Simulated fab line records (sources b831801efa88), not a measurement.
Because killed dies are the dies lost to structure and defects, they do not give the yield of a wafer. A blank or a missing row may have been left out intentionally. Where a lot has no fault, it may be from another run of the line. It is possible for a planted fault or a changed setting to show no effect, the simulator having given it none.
Which tool did it? | flow gf180mcu | 14 lots with 42 wafers sampled at 2 steps, on a route of 602 steps

== WHAT THE GAUGES SHOWED, per wafer ==
GF_HV_LDD_OVL_MEAS_47.
lot  | measured     | on         | HV_LDD_03_OVL (nm)
L148 | day 12 17:45 | overlay-01 | -0.2 0.7 0.4
L149 | day 12 18:50 | overlay-02 | 1.7 0.6 1.8
L150 | day 13 09:32 | overlay-01 | -1.3 -0.4 -0.9
L151 | day 13 22:56 | overlay-02 | -3.3 -1.2 -2.6
L155 | day 15 00:01 | overlay-02 | 2.1 0.5 0.4
L156 | day 15 11:26 | overlay-02 | -0.1 -0.2 -0.9
L161 | day 17 03:23 | overlay-01 | 0.6 0.0 0.1
L162 | day 17 12:09 | overlay-02 | 1.9 -1.4 1.8
L164 | day 18 02:56 | overlay-02 | -1.3 -0.5 -0.3
L163 | day 18 03:28 | overlay-01 | 0.6 -1.0 1.4
L166 | day 18 23:46 | overlay-01 | -2.8 -2.3 -2.6
L167 | day 19 08:32 | overlay-01 | -1.0 -1.2 -1.7
L168 | day 19 11:26 | overlay-01 | -0.2 1.1 -1.4
L169 | day 19 17:46 | overlay-01 | -0.2 -0.8 -2.8

GF_PSD_CD_MEAS_07 targets a cd of 400 nm.
lot  | measured     | on       | cdNm (nm)
L148 | day 14 15:03 | cdSem-02 | 395.3 396.9 397.8
L149 | day 14 15:25 | cdSem-01 | 397.8 399.4 399.0
L150 | day 15 06:19 | cdSem-01 | 402.3 399.8 399.0
L151 | day 15 21:09 | cdSem-01 | 405.9 402.7 404.7
L155 | day 16 23:03 | cdSem-02 | 398.0 400.9 399.6
L156 | day 17 12:13 | cdSem-02 | 403.6 401.2 402.8
L161 | day 19 08:06 | cdSem-01 | 397.3 401.4 398.9
L162 | day 19 17:31 | cdSem-02 | 403.4 399.6 400.3
L164 | day 20 10:09 | cdSem-01 | 400.8 401.7 402.2
L163 | day 20 09:05 | cdSem-01 | 395.6 398.4 398.2
L166 | day 21 03:57 | cdSem-01 | 400.6 403.6 402.1
L167 | day 21 11:46 | cdSem-01 | 394.3 395.2 395.3
L168 | day 21 15:00 | cdSem-01 | 395.5 396.2 395.7
L169 | day 21 21:46 | cdSem-01 | 397.2 398.1 398.1

== EACH LOT AND THE TOOL THAT RAN IT (in order: tool; ch and the chambers of the sampled wafers; start) ==
The record holds no process step before these readings.

== AS READ BY THE TOOLS THEMSELVES (means over the sampled wafers that have a number; for cases with no such wafer, the mark the record gives instead) ==
The record holds no such reading with a usual standard deviation.

== THE ANSWER, worked out from the rows above alone ==
Rule: the lots themselves supply what counts as usual. Put in order of their means at a reading, lots are off if they are a third of the lots or fewer, leave a main group of 4 or more, and stand apart from it by a gap of 3 or more times the standard deviation of the main group's means; of several such gaps the widest counts. If all means in a main group match to the digits the tables above print for the reading, that group is not used. Also off: a lot with no number at a reading for which 4 or more lots have one. All remaining lots with rows at the step are treated as sound. Order of review: gauges by route order, followed by the tools' own readings, for which a lot's mean as printed above is used. The first step at which some lot is off is used, and at that step the reading that is off furthest; a lot without a number counts as furthest.
Nothing can be told from this: no lot is off at any reading shown.

== WHAT THE SIMULATOR HAD PUT IN ==
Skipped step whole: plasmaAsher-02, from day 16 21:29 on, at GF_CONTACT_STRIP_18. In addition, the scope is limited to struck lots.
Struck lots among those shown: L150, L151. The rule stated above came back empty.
